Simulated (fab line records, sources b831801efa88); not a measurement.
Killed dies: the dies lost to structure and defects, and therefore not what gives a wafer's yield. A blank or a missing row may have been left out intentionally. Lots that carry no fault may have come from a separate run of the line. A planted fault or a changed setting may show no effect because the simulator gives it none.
Comparing a struck lot with a sound one	flow sky130	15 steps out of a route of 708
Sound: the wafers L505.1, L505.4, L505.5. Struck: wafer L512.1 (L512.2, L512.6, from the same lot, were not struck and are left out); the cause is given at the end.
Per side, at each step with rows, come the tool, then ch with its chambers, and then its first start. Under that, the readings that differ: sound wafers	struck wafers	difference of the means	sigmas: that difference in standard deviations of wafers without a fault.
alike: a reading whose means differ by less than 2 such deviations, as well as words and numbers matching on both sides. not compared: withheld readings; readings where some wafer has no value; bounds like >300 that might hide an equal value; numbers whose values overlap and for which the record gives no deviation.
Wherever a step has rows on one side only, a row that says differs or no value, or a row with sigmas, the two part there. Non-overlapping numbers with no deviation appear without sigmas and do not part them. A reading that every wafer of one side lacks parts them only if that side has two wafers or more.

SKY_VIA2_CMP_02: polishes SiO2.
  sound on cmp-01 ch 1,2,3, day 35 13:11; struck on cmp-02 ch 2, day 38 14:49
  alike: motor_current_A
SKY_VIA2_BOW_MEAS_03:
  sound: film_metro-04 at day 35 13:26; struck: film_metro-03 at day 38 15:07
reading	sound	struck	difference	sigmas
VIA2_BOW (um)	98 91 92	77	-17	-2
then, 8 steps without rows for these wafers: SKY_VIA2_DEHYDRATE_04 (time 60 s); SKY_VIA2_HMDS_05 (prime time 60 s); SKY_VIA2_COAT_06 (resist thk 60 nm); SKY_VIA2_COAT_07 (resist thk 450 nm); SKY_VIA2_SOFTBAKE_08 (time 90 s); SKY_VIA2_EXPOSE_09 (exposes mask VIM2, target cd 200 nm); SKY_VIA2_PEB_10; SKY_VIA2_DEVELOP_11 (develop time 60 s).
SKY_VIA2_CD_MEAS_12: the cd target is 200 nm.
  sound: cd_sem-01 at day 36 16:03; struck: cd_sem-01 at day 39 15:52
  alike: cd_nm
SKY_VIA2_OVL_MEAS_13:
  sound: overlay-02 at day 36 16:10; struck: overlay-02 at day 39 15:59
  alike: VIA2_OVL
SKY_VIA2_ETCH_14: etches BARC in N2/H2, stops on SiO2, time 45.9 s, target depth 60 nm.
  sound on rie_diel-02 ch 1,3, day 36 16:13; struck on rie_diel-02 ch 0, day 39 16:01
reading	sound	struck	difference	sigmas
bias_w (W)	99.64 100.16 100.37	88.92	-11.14	-38
  alike: chamber_pressure_mTorr, drypump_motor_current_A, oes_product_au, throttle_valve_pct
  not compared: rf_hours_counter_h
SKY_VIA2_ETCH_15: etches SiO2 in C4F8/O2/Ar, stops on TiN, target depth 546 nm, time 84 s.
  sound on rie_diel-02 ch 1,3, day 36 16:15; struck on rie_diel-02 ch 0, day 39 16:04
  alike: bias_w, chamber_pressure_mTorr, oes_product_au
  not compared: rf_hours_counter_h
-- the record jumps here: 9 days lie between the struck wafers' starts before and after (it left off in module VIA2 and takes up again in module PAD_OPEN, whose first step shown is number 708 of the route) --
SKY_PAD_OPEN_PROBE_99:
  rows exist in the record for the struck wafers here (prober-02, day 48 11:40), but not for the sound ones

== WHERE THEY PART ==
Earliest at SKY_VIA2_BOW_MEAS_03; latest, in this record, at SKY_PAD_OPEN_PROBE_99.

WHY: whatever the simulator had introduced
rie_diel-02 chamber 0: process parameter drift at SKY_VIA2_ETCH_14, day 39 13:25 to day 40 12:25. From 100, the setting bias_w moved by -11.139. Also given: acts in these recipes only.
